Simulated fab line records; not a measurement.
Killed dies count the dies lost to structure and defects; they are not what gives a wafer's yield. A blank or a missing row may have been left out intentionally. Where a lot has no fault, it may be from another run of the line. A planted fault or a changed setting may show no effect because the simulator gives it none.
fab line records -- flow sky130
record: lots: 7, wafers: 21, last-day: 50
route steps=708 shown VT_ADJUST_HVTP@93 VT_ADJUST_LVTN@97 PAD_OPEN@708
lots with no fault: from the same line, run without faults
start-h: the number of hours between the record's first day and the start of the first shown wafer of the lot -- wait-h: hours elapsed since this lot's preceding step -- " same as the row above -- L1.1+2: several wafers, shown together as one row -- - no value, or no start was given -- * or withheld: withheld -- < > ~ a bound
route shown NAME@n: NAME is a module with steps in the file, n the number in the route of the first one -- usual: the fault-free wafers' mean and standard deviation -- same: alike in all rows -- chamber/n: place in a boat -- sites: the reading at each site -- _std_site: the standard deviation of these -- _edge_site: the outer-site mean with the inner-site mean subtracted -- radius-mm: for every site, how far away it sits from the centre of the wafer -- mask NAME#n: copy n -- behind: the most recent tool/chamber to have shaped the wafer -- hold: the reason the lot was held/the length of the hold in hours/how it ended -- device: the transistor (n, p or np) that didn't switch -- end of line: tests run on the same wafers once the route is complete -- for a step that has no rows: nothing shown but its recipe -- killed: not the wafer's yield, but the dies lost to structure and defects at the first sort -- map: dies across one wafer; x = killed, . = not, _ = none there
set.NAME: the setting as run; set.NAME@STEP: as run at that earlier step -- model.NAME: the simulator's own value behind a step, which no gauge read
a table for each step, a row for each wafer; lots at some steps of the route
services: when a tool's chamber went out of use (start-h, in hours from the record's first day, below 0 if earlier), for how many hours, and the reason
== steps ==
step: SKY_VT_ADJUST_HVTP_OVL_MEAS_08
usual: VT_ADJUST_HVTP_OVL: -0.7/1.5
lot.wafer,tool,chamber,start-h,wait-h,VT_ADJUST_HVTP_OVL[nm]
L304.1,overlay-01,-,147.58,0.1,-2.9
L304.2,overlay-01,-,147.58,0.1,-0.4
L304.6,overlay-01,-,147.58,0.1,-1.9
L306.2,overlay-01,-,156.69,0.1,0.8
L306.4,overlay-01,-,156.69,0.1,0.6
L306.6,overlay-01,-,156.69,0.1,-1.1
L307.1,overlay-02,-,165.09,0.1,-1.8
L307.2,overlay-02,-,165.09,0.1,-0.1
L307.3,overlay-02,-,165.09,0.1,-0.6
L309.3,overlay-02,-,176.12,0.1,0.8
L309.4,overlay-02,-,176.12,0.1,-1.6
L309.5,overlay-02,-,176.12,0.1,0.0
L311.2,overlay-02,-,189.90,0.1,-1.5
L311.3,overlay-02,-,189.90,0.1,0.4
L311.4,overlay-02,-,189.90,0.1,-0.6
L312.2,overlay-01,-,200.90,0.1,-4.2
L312.5,overlay-01,-,200.90,0.1,-3.7
L312.6,overlay-01,-,200.90,0.1,-2.9
L320.1,overlay-01,-,254.88,0.1,0.6
L320.2,overlay-01,-,254.88,0.1,-1.8
L320.4,overlay-01,-,254.88,0.1,-0.7
step: SKY_VT_ADJUST_HVTP_IMPLANT_09
recipe: species: As, energy-kev: 150, dose-cm2: 4.3e+12, tilt-deg: withheld
step: SKY_VT_ADJUST_HVTP_STRIP_10
recipe: chemistry: O2/N2, power-w: 1400, pressure-mtorr: 1500, platen-temp-c: withheld, o2-flow-sccm: 3000, n2-flow-sccm: 300, overash-fraction: 0.5
usual: drypump-motor-current-A: 5.7/0.6, n2-flow-sccm: 300.0/0.83, oes-product-au: 0.716/0.0045, strip-time-to-endpoint-s: 14.19/0.042
same: overash-fraction: 0.5
lot.wafer,tool,chamber,start-h,wait-h,drypump-motor-current-A,n2-flow-sccm,oes-product-au,rf-hours-counter-h,strip-time-to-endpoint-s
L304.1,plasma-asher-01,0,147.77,0.1,6.3,298.6,0.715,47,14.15
L304.2,plasma-asher-01,1,147.77,0.1,4.8,300.0,0.711,47,14.16
L304.6,plasma-asher-01,1,147.77,0.1,4.8,300.8,0.718,-,14.10
L306.2,plasma-asher-01,0,156.87,0.1,6.3,299.7,0.721,48,14.24
L306.4,plasma-asher-01,0,156.87,0.1,6.3,299.6,0.715,-,14.24
L306.6,plasma-asher-01,0,156.87,0.1,6.3,299.9,0.721,-,14.25
L307.1,plasma-asher-01,0,165.28,0.1,6.3,299.0,0.722,49,14.19
L307.2,plasma-asher-01,1,165.28,0.1,4.8,299.5,0.713,49,14.21
L307.3,plasma-asher-01,0,165.28,0.1,6.3,300.9,0.720,-,14.25
L309.3,plasma-asher-01,0,176.33,0.1,6.3,301.2,0.709,-,14.20
L309.4,plasma-asher-01,1,176.33,0.1,4.8,299.3,0.721,-,14.20
L309.5,plasma-asher-01,1,176.33,0.1,4.8,300.2,0.709,-,14.19
L311.2,plasma-asher-01,1,190.08,0.1,4.8,298.5,0.717,51,14.09
L311.3,plasma-asher-01,1,190.08,0.1,4.8,298.6,0.712,-,14.11
L311.4,plasma-asher-01,0,190.08,0.1,6.3,299.6,0.709,-,14.11
L312.2,plasma-asher-01,1,201.08,0.1,4.8,299.5,0.715,52,14.15
L312.5,plasma-asher-01,0,201.08,0.1,6.2,300.5,0.712,-,14.13
L312.6,plasma-asher-01,1,201.08,0.1,4.8,300.3,0.726,-,14.15
L320.1,plasma-asher-01,1,255.07,0.1,4.8,301.7,0.715,56,14.19
L320.2,plasma-asher-01,0,255.07,0.1,6.3,300.5,0.714,56,14.19
L320.4,plasma-asher-01,0,255.07,0.1,6.3,300.3,0.712,-,14.18
step: SKY_VT_ADJUST_HVTP_TW_MEAS_11
usual: VT_ADJUST_HVTP_TW: 1350/12
lot.wafer,tool,chamber,start-h,wait-h,VT_ADJUST_HVTP_TW
L304.1,film-metro-01,-,147.87,0.1,1357
L304.2,film-metro-01,-,147.87,0.1,1357
L304.6,film-metro-01,-,147.87,0.1,1356
L306.2,film-metro-01,-,156.98,0.1,1354
L306.4,film-metro-01,-,156.98,0.1,1360
L306.6,film-metro-01,-,156.98,0.1,1359
L307.1,film-metro-03,-,165.38,0.1,1336
L307.2,film-metro-03,-,165.38,0.1,1332
L307.3,film-metro-03,-,165.38,0.1,1339
L309.3,film-metro-02,-,176.42,0.1,1353
L309.4,film-metro-02,-,176.42,0.1,1347
L309.5,film-metro-02,-,176.42,0.1,1356
L311.2,film-metro-03,-,190.19,0.1,1342
L311.3,film-metro-03,-,190.19,0.1,1339
L311.4,film-metro-03,-,190.19,0.1,1330
L312.2,film-metro-03,-,201.19,0.1,1339
L312.5,film-metro-03,-,201.19,0.1,1343
L312.6,film-metro-03,-,201.19,0.1,1354
L320.1,film-metro-01,-,255.17,0.1,1359
L320.2,film-metro-01,-,255.17,0.1,1358
L320.4,film-metro-01,-,255.17,0.1,1355
step: SKY_VT_ADJUST_LVTN_DEHYDRATE_00
recipe: temp-c: 200, time-s: 60
step: SKY_VT_ADJUST_LVTN_HMDS_01
recipe: prime-time-s: 60, prime-temp-c: 120
step: SKY_VT_ADJUST_LVTN_COAT_02
recipe: spin-rpm: 2000, resist-thk-nm: 3000
step: SKY_VT_ADJUST_LVTN_SOFTBAKE_03
recipe: temp-c: 110, time-s: withheld
step: SKY_VT_ADJUST_LVTN_EXPOSE_04
recipe: mask-id: NWM_COMPLEMENT_LESS_NATIVE, na: 0.6, source-shape: conventional, sigma-outer: 0.6, polarization: unpolarized, target-cd-nm: 840, dose-mj: 194
step: SKY_VT_ADJUST_LVTN_PEB_05
recipe: temp-c: 115, time-s: withheld
step: SKY_VT_ADJUST_LVTN_DEVELOP_06
recipe: wall-angle-deg: 90, developer: TMAH, develop-time-s: 60, dev-temp-c: 23
step: SKY_VT_ADJUST_LVTN_OVL_MEAS_07
usual: VT_ADJUST_LVTN_OVL: 0.5/1.1
lot.wafer,tool,chamber,start-h,wait-h,VT_ADJUST_LVTN_OVL[nm]
L304.1,overlay-02,-,167.92,-,1.4
L304.2,overlay-02,-,167.92,-,2.1
L304.6,overlay-02,-,167.92,-,1.3
L306.2,overlay-02,-,177.30,-,-0.5
L306.4,overlay-02,-,177.30,-,-1.7
L306.6,overlay-02,-,177.30,-,-0.3
L307.1,overlay-01,-,185.59,-,0.5
L307.2,overlay-01,-,185.59,-,0.6
L307.3,overlay-01,-,185.59,-,0.4
L309.3,overlay-01,-,196.15,-,0.7
L309.4,overlay-01,-,196.15,-,1.3
L309.5,overlay-01,-,196.15,-,0.7
L311.2,overlay-01,-,210.50,-,1.4
L311.3,overlay-01,-,210.50,-,1.0
L311.4,overlay-01,-,210.50,-,0.8
L312.2,overlay-02,-,222.83,-,0.9
L312.5,overlay-02,-,222.83,-,1.7
L312.6,overlay-02,-,222.83,-,1.0
L320.1,overlay-01,-,279.99,-,0.1
L320.2,overlay-01,-,279.99,-,-0.2
L320.4,overlay-01,-,279.99,-,1.2
step: SKY_VT_ADJUST_LVTN_IMPLANT_08
recipe: species: B, energy-kev: 30, dose-cm2: 1.57e+12, tilt-deg: withheld
usual: beam-energy-keV: 30.000/0.008, dose-ions-cm2: 1.5698e+12/1.6e+09, faraday-current-uA: 8.84/0.18
lot.wafer,tool,chamber,start-h,wait-h,beam-energy-keV,dose-ions-cm2,faraday-current-uA
L304.1,implanter-03,0,167.96,0.0,30.000,1.5687e+12,8.95
L304.2,implanter-03,0,167.96,0.0,30.009,1.5682e+12,9.09
L304.6,implanter-03,0,167.96,0.0,30.007,1.5678e+12,8.78
L306.2,implanter-03,0,177.35,0.0,29.999,1.9738e+12,11.61
L306.4,implanter-03,0,177.35,0.0,30.005,1.9726e+12,11.21
L306.6,implanter-03,0,177.35,0.0,29.990,1.9732e+12,11.15
L307.1,implanter-03,0,185.63,0.0,30.005,1.9713e+12,10.86
L307.2,implanter-03,0,185.63,0.0,29.981,1.973e+12,10.68
L307.3,implanter-03,0,185.63,0.0,29.999,1.9723e+12,10.75
L309.3,implanter-04,0,196.22,0.1,29.989,1.5705e+12,8.72
L309.4,implanter-04,0,196.22,0.1,30.001,1.5686e+12,8.95
L309.5,implanter-04,0,196.22,0.1,30.006,1.5714e+12,8.45
L311.2,implanter-03,0,210.55,0.0,30.005,1.974e+12,11.29
L311.3,implanter-03,0,210.55,0.0,29.996,1.974e+12,11.12
L311.4,implanter-03,0,210.55,0.0,30.005,1.9722e+12,11.21
L312.2,implanter-04,0,222.88,0.0,29.995,1.5705e+12,8.95
L312.5,implanter-04,0,222.88,0.0,29.993,1.5667e+12,8.82
L312.6,implanter-04,0,222.88,0.0,29.995,1.5708e+12,9.12
L320.1,implanter-03,0,280.02,0.0,30.005,1.5692e+12,8.69
L320.2,implanter-03,0,280.02,0.0,29.989,1.5713e+12,9.08
L320.4,implanter-03,0,280.02,0.0,30.002,1.5679e+12,9.01
step: SKY_VT_ADJUST_LVTN_STRIP_09
recipe: chemistry: O2/N2, power-w: 1400, pressure-mtorr: 1500, platen-temp-c: withheld, o2-flow-sccm: 3000, n2-flow-sccm: 300, overash-fraction: 0.5
usual: drypump-motor-current-A: 5.8/0.37, n2-flow-sccm: 300.0/0.88, oes-product-au: 0.723/0.0042, strip-time-to-endpoint-s: 36.93/0.11
same: overash-fraction: 0.5
lot.wafer,tool,chamber,start-h,wait-h,drypump-motor-current-A,n2-flow-sccm,oes-product-au,rf-hours-counter-h,strip-time-to-endpoint-s
L304.1,plasma-asher-04,0,168.11,0.1,6.0,299.3,0.728,48,37.02
L304.2,plasma-asher-04,1,168.11,0.1,5.4,299.2,0.725,48,36.92
L304.6,plasma-asher-04,0,168.11,0.1,6.0,301.3,0.726,-,36.91
L306.2,plasma-asher-02,0,177.48,0.1,6.2,299.7,0.729,36,36.84
L306.4,plasma-asher-02,0,177.48,0.1,6.2,297.5,0.726,-,36.95
L306.6,plasma-asher-02,0,177.48,0.1,6.3,299.6,0.723,-,37.01
L307.1,plasma-asher-04,1,185.78,0.1,5.4,300.3,0.710,49,36.96
L307.2,plasma-asher-04,0,185.78,0.1,6.0,298.9,0.721,49,36.87
L307.3,plasma-asher-04,1,185.78,0.1,5.4,300.3,0.722,-,36.92
L309.3,plasma-asher-04,1,196.36,0.1,5.4,300.7,0.723,-,36.94
L309.4,plasma-asher-04,0,196.36,0.1,6.0,299.7,0.720,-,36.84
L309.5,plasma-asher-04,0,196.36,0.1,6.0,299.2,0.723,-,36.85
L311.2,plasma-asher-04,1,210.68,0.1,5.4,301.3,0.720,52,36.90
L311.3,plasma-asher-04,0,210.68,0.1,6.0,300.2,0.724,-,37.08
L311.4,plasma-asher-04,1,210.68,0.1,5.4,300.5,0.719,-,36.91
L312.2,plasma-asher-02,0,223.01,0.1,6.2,300.7,0.724,41,36.93
L312.5,plasma-asher-02,0,223.01,0.1,6.2,300.9,0.728,-,36.96
L312.6,plasma-asher-02,1,223.01,0.1,5.6,299.8,0.722,-,36.90
L320.1,plasma-asher-04,0,280.17,0.1,6.0,300.0,0.720,59,37.01
L320.2,plasma-asher-04,1,280.17,0.1,5.4,301.0,0.721,59,36.86
L320.4,plasma-asher-04,1,280.17,0.1,5.4,298.6,0.717,-,36.84
step: SKY_VT_ADJUST_LVTN_TW_MEAS_10
usual: VT_ADJUST_LVTN_TW: 240.3/2
lot.wafer,tool,chamber,start-h,wait-h,hold,VT_ADJUST_LVTN_TW
L304.1,film-metro-03,-,168.21,0.1,-,239.4
L304.2,film-metro-03,-,168.21,0.1,-,237.0
L304.6,film-metro-03,-,168.21,0.1,-,238.8
L306.2,film-metro-02,-,177.59,0.1,await-dispo/0.2h/release,259.4
L306.4,film-metro-02,-,177.59,0.1,await-dispo/0.2h/release,257.9
L306.6,film-metro-02,-,177.59,0.1,await-dispo/0.2h/release,257.5
L306.2,film-metro-02,-,177.90,0.3,-,256.7
L306.4,film-metro-02,-,177.90,0.3,-,257.2
L306.6,film-metro-02,-,177.90,0.3,-,256.4
L307.1,film-metro-04,-,185.88,0.1,await-dispo/0.2h/release,258.0
L307.2,film-metro-04,-,185.88,0.1,await-dispo/0.2h/release,258.1
L307.3,film-metro-04,-,185.88,0.1,await-dispo/0.2h/release,257.8
L307.1,film-metro-04,-,186.10,0.2,-,257.4
L307.2,film-metro-04,-,186.10,0.2,-,258.1
L307.3,film-metro-04,-,186.10,0.2,-,258.9
L309.3,film-metro-03,-,196.44,0.1,-,239.8
L309.4,film-metro-03,-,196.44,0.1,-,240.2
L309.5,film-metro-03,-,196.44,0.1,-,238.9
L311.2,film-metro-04,-,210.79,0.1,await-dispo/0.2h/release,259.9
L311.3,film-metro-04,-,210.79,0.1,await-dispo/0.2h/release,258.5
L311.4,film-metro-04,-,210.79,0.1,await-dispo/0.2h/release,257.6
L311.2,film-metro-04,-,211.01,0.2,-,258.7
L311.3,film-metro-04,-,211.01,0.2,-,259.5
L311.4,film-metro-04,-,211.01,0.2,-,258.8
L312.2,film-metro-04,-,223.12,0.1,-,242.9
L312.5,film-metro-04,-,223.12,0.1,-,244.2
L312.6,film-metro-04,-,223.12,0.1,-,242.8
L320.1,film-metro-03,-,280.27,0.1,-,237.9
L320.2,film-metro-03,-,280.27,0.1,-,237.2
L320.4,film-metro-03,-,280.27,0.1,-,237.3
step: SKY_PAD_OPEN_PROBE_99
usual: killed_at_M0_to_M3: 44/6.3, killed_at_M4_up: 2.8/1.7, killed-at-contacts: 25/5.8, killed-at-front-end: 14/4.4, killed-at-other: 0.3/0.49, killed-dies: 86/8.7, killed-open: 48/5.8, killed-short: 38/6
same: gross-dies: 492, killed-at-back-side: 0
lot.wafer,tool,chamber,start-h,wait-h,killed_at_M0_to_M3,killed_at_M4_up,killed-at-contacts,killed-at-front-end,killed-at-other,killed-dies,killed-open,killed-short,model.etest.nfet_01v8_lvt.vt-sat-v,model.etest.nfet_01v8_lvt.body-rise-v
L304.1,prober-02,-,1102.50,0.1,39,1,17,13,0,70,45,25,0.5352,0.1467
L304.2,prober-02,-,1102.55,0.1,51,2,13,15,0,81,46,35,0.5413,0.1467
L304.6,prober-02,-,1102.75,0.2,39,2,23,15,0,79,47,32,0.5394,0.1466
L306.2,prober-02,-,1109.88,0.1,39,5,28,16,0,88,47,41,0.5462,0.1482
L306.4,prober-02,-,1109.98,0.2,49,4,17,17,0,87,47,40,0.5565,0.1508
L306.6,prober-02,-,1110.08,0.2,34,5,24,19,0,82,37,45,0.5548,0.1492
L307.1,prober-01,-,1111.25,0.1,41,0,22,13,0,76,41,35,0.5559,0.1501
L307.2,prober-01,-,1111.30,0.1,51,2,16,10,0,79,42,37,0.5472,0.1489
L307.3,prober-01,-,1111.35,0.2,31,2,26,14,0,73,42,31,0.5517,0.1519
L309.3,prober-01,-,1128.02,0.2,42,3,33,11,0,89,53,36,0.5321,0.1421
L309.4,prober-01,-,1128.07,0.2,34,8,38,14,0,94,53,41,0.5323,0.1404
L309.5,prober-01,-,1128.12,0.2,48,1,31,12,0,92,57,35,0.5269,0.1431
L311.2,prober-01,-,1139.58,0.1,38,2,31,18,0,89,55,34,0.5489,0.153
L311.3,prober-01,-,1139.63,0.2,45,3,23,14,0,85,58,27,0.5376,0.1514
L311.4,prober-01,-,1139.68,0.2,44,3,13,16,0,76,43,33,0.5438,0.1523
L312.2,prober-02,-,1146.81,0.1,40,0,27,6,0,73,39,34,0.5276,0.1448
L312.5,prober-02,-,1146.96,0.2,28,5,24,10,1,68,32,36,0.532,0.1419
L312.6,prober-02,-,1147.01,0.2,42,4,24,14,1,85,50,35,0.5236,0.1409
L320.1,prober-01,-,1190.29,0.1,32,4,26,14,0,76,44,32,0.5317,0.1436
L320.2,prober-01,-,1190.34,0.1,51,2,25,18,0,96,44,52,0.5399,0.1449
L320.4,prober-01,-,1190.44,0.2,45,0,25,18,1,89,47,42,0.5414,0.1429
killed by level:class
L304.1 VIA1:geometric-particle:open=9 FIELD_ISO:geometric-particle:open=8 VIA3:geometric-particle:open=7 CONTACT:geometric-particle:open=5 VIA2:geometric-particle:open=5 LI_CONTACT:geometric-particle:short=4 CONTACT:geometric-particle:short=4 METAL1:geometric-particle:short=4
L304.2 VIA1:geometric-particle:open=11 VIA3:geometric-particle:open=9 METAL2:geometric-particle:short=8 VIA2:geometric-particle:open=6 CONTACT:geometric-particle:open=6 FIELD_ISO:geometric-particle:open=5 VIA1:geometric-particle:short=5 METAL1:geometric-particle:short=4
L304.6 CONTACT:geometric-particle:open=9 VIA1:geometric-particle:open=9 METAL2:geometric-particle:short=9 LI_CONTACT:geometric-particle:open=8 FIELD_ISO:geometric-particle:open=7 VIA1:geometric-particle:short=4 FIELD_ISO:geometric-particle:short=3 VIA3:geometric-particle:short=3
L306.2 FIELD_ISO:geometric-particle:open=8 LI_CONTACT:geometric-particle:open=8 VIA1:geometric-particle:open=8 CONTACT:geometric-particle:open=7 METAL2:geometric-particle:short=7 FIELD_ISO:geometric-particle:short=5 LOCAL_INTERCONNECT:geometric-particle:short=5 METAL1:geometric-particle:short=5
L306.4 VIA1:geometric-particle:open=10 CONTACT:geometric-particle:open=7 METAL1:geometric-particle:short=7 VIA2:geometric-particle:open=6 POLY_GATE:geometric-particle:short=5 VIA1:geometric-particle:short=5 VIA3:geometric-particle:open=5 FIELD_ISO:geometric-particle:short=4
L306.6 FIELD_ISO:geometric-particle:short=8 METAL1:geometric-particle:short=8 LI_CONTACT:geometric-particle:open=6 VIA3:geometric-particle:open=6 LOCAL_INTERCONNECT:geometric-particle:short=5 CONTACT:geometric-particle:open=5 POLY_GATE:geometric-particle:short=4 CONTACT:geometric-particle:short=4
L307.1 CONTACT:geometric-particle:open=10 VIA2:geometric-particle:open=8 VIA1:geometric-particle:open=7 METAL1:geometric-particle:short=6 METAL3:geometric-particle:short=5 VIA3:geometric-particle:short=5 FIELD_ISO:geometric-particle:open=4 LI_CONTACT:geometric-particle:open=4
L307.2 VIA1:geometric-particle:open=16 METAL1:geometric-particle:short=10 LI_CONTACT:geometric-particle:open=5 CONTACT:geometric-particle:open=5 METAL2:geometric-particle:short=5 VIA2:geometric-particle:open=4 VIA3:geometric-particle:short=4 VIA3:geometric-particle:open=4
L307.3 CONTACT:geometric-particle:open=11 VIA1:geometric-particle:open=8 VIA3:geometric-particle:open=8 LI_CONTACT:geometric-particle:short=5 LI_CONTACT:geometric-particle:open=5 FIELD_ISO:geometric-particle:open=4 FIELD_ISO:geometric-particle:short=3 LOCAL_INTERCONNECT:geometric-particle:short=3
L309.3 LI_CONTACT:geometric-particle:open=11 CONTACT:geometric-particle:open=11 VIA3:geometric-particle:open=9 CONTACT:geometric-particle:short=7 VIA1:geometric-particle:open=7 VIA2:geometric-particle:open=6 VIA1:geometric-particle:short=5 METAL1:geometric-particle:short=5
L309.4 LI_CONTACT:geometric-particle:open=15 VIA1:geometric-particle:open=9 CONTACT:geometric-particle:open=8 METAL4:geometric-particle:short=8 CONTACT:geometric-particle:short=7 VIA2:geometric-particle:open=6 VIA3:geometric-particle:open=5 LOCAL_INTERCONNECT:geometric-particle:short=5
L309.5 VIA1:geometric-particle:open=13 CONTACT:geometric-particle:open=11 VIA3:geometric-particle:open=9 CONTACT:geometric-particle:short=6 METAL2:geometric-particle:short=5 LI_CONTACT:geometric-particle:open=5 LOCAL_INTERCONNECT:geometric-particle:short=5 VIA2:geometric-particle:open=5
L311.2 LI_CONTACT:geometric-particle:open=12 VIA1:geometric-particle:open=10 CONTACT:geometric-particle:open=10 VIA2:geometric-particle:open=6 VIA3:geometric-particle:open=6 METAL2:geometric-particle:short=5 CONTACT:geometric-particle:short=5 POLY_GATE:geometric-particle:open=4
L311.3 VIA1:geometric-particle:open=14 CONTACT:geometric-particle:open=10 VIA3:geometric-particle:open=8 LI_CONTACT:geometric-particle:open=5 VIA2:geometric-particle:open=5 METAL3:geometric-particle:short=5 FIELD_ISO:geometric-particle:open=4 CONTACT:geometric-particle:short=4
L311.4 VIA1:geometric-particle:open=14 VIA3:geometric-particle:open=6 VIA2:geometric-particle:open=6 POLY_GATE:geometric-particle:open=5 CONTACT:geometric-particle:short=4 METAL2:geometric-particle:short=4 POLY_GATE:geometric-particle:short=3 VIA1:geometric-particle:short=3
L312.2 VIA1:geometric-particle:open=8 LI_CONTACT:geometric-particle:open=7 CONTACT:geometric-particle:short=7 CONTACT:geometric-particle:open=6 VIA3:geometric-particle:open=6 VIA2:geometric-particle:open=5 METAL1:geometric-particle:short=5 LI_CONTACT:geometric-particle:short=4
L312.5 VIA1:geometric-particle:open=8 CONTACT:geometric-particle:short=7 CONTACT:geometric-particle:open=7 LI_CONTACT:geometric-particle:open=6 VIA1:geometric-particle:short=4 METAL4:geometric-particle:short=4 FIELD_ISO:geometric-particle:short=3 METAL2:geometric-particle:short=3
L312.6 VIA1:geometric-particle:open=16 VIA3:geometric-particle:open=7 LI_CONTACT:geometric-particle:open=6 LOCAL_INTERCONNECT:geometric-particle:short=6 VIA2:geometric-particle:open=6 CONTACT:geometric-particle:open=5 FIELD_ISO:geometric-particle:open=4 METAL4:geometric-particle:short=4
L320.1 CONTACT:geometric-particle:open=10 LI_CONTACT:geometric-particle:open=6 VIA1:geometric-particle:open=6 VIA3:geometric-particle:open=5 LOCAL_INTERCONNECT:geometric-particle:short=5 VIA1:geometric-particle:short=5 VIA2:geometric-particle:open=5 FIELD_ISO:geometric-particle:open=4
L320.2 METAL1:geometric-particle:short=10 CONTACT:geometric-particle:open=9 LI_CONTACT:geometric-particle:open=9 FIELD_ISO:geometric-particle:short=8 VIA2:geometric-particle:open=7 VIA2:geometric-particle:short=6 VIA1:geometric-particle:open=6 VIA3:geometric-particle:open=6
L320.4 LI_CONTACT:geometric-particle:open=8 VIA1:geometric-particle:open=8 VIA3:geometric-particle:open=7 METAL1:geometric-particle:short=7 POLY_GATE:geometric-particle:open=6 CONTACT:geometric-particle:open=6 POLY_GATE:geometric-particle:short=5 CONTACT:geometric-particle:short=5
== services ==
tool,chamber,start-h,hours,kind
plasma-asher-04,-,143.69,4.9,repair
implanter-03,-,158.10,3.0,pm
plasma-asher-01,-,161.90,2.8,pm
implanter-03,-,166.50,1.4,repair
plasma-asher-01,-,201.48,10.9,repair
implanter-04,-,209.59,5.9,pm
implanter-03,-,223.73,0.7,repair
plasma-asher-01,-,234.74,1.3,repair
plasma-asher-01,-,246.27,3.2,repair
implanter-04,-,264.63,2.4,repair
implanter-04,-,270.47,5.1,repair
== key ==
first-sign: step: SKY_VT_ADJUST_LVTN_IMPLANT_08, reading: dose-ions-cm2, direction: up, sigmas: 99+, usual: *, struck: *
effect: step: SKY_VT_ADJUST_LVTN_IMPLANT_08, reading: faraday-current-uA, direction: up, sigmas: 13, usual: 8.84, struck: 11.10
effect: step: SKY_VT_ADJUST_LVTN_TW_MEAS_10, reading: visit, direction: added
effect: step: SKY_VT_ADJUST_LVTN_TW_MEAS_10, reading: VT_ADJUST_LVTN_TW, direction: up, sigmas: 9.2, usual: 240.3, struck: 258.3
model-effect: step: SKY_PAD_OPEN_PROBE_99, value: etest.nfet_01v8_lvt.vt-sat-v, without: 0.5353, struck: 0.5492
met-at SKY_VT_ADJUST_LVTN_IMPLANT_08
struck-wafers L306.2,L306.4,L306.6,L307.1,L307.2,L307.3,L311.2,L311.3,L311.4
tester-left-out L306,L307,L311
onset-between 167.96 177.35
fault: kind: process-parameter-drift, tool: implanter-03, chamber: -, onset-h: 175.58, steps: SKY_VT_ADJUST_LVTN_IMPLANT_08, channel: dose-cm2, offset: *, shape: step, end-h: 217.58, acts-in: *, stated: *
tester-left-out: of these lots the tester's yield and bins aren't shown, on N5 and GAA mostly nor the transistor test; their killed dies are dies lost to structure and defects alone, not to doping, threshold or leakage, so they don't give the yield
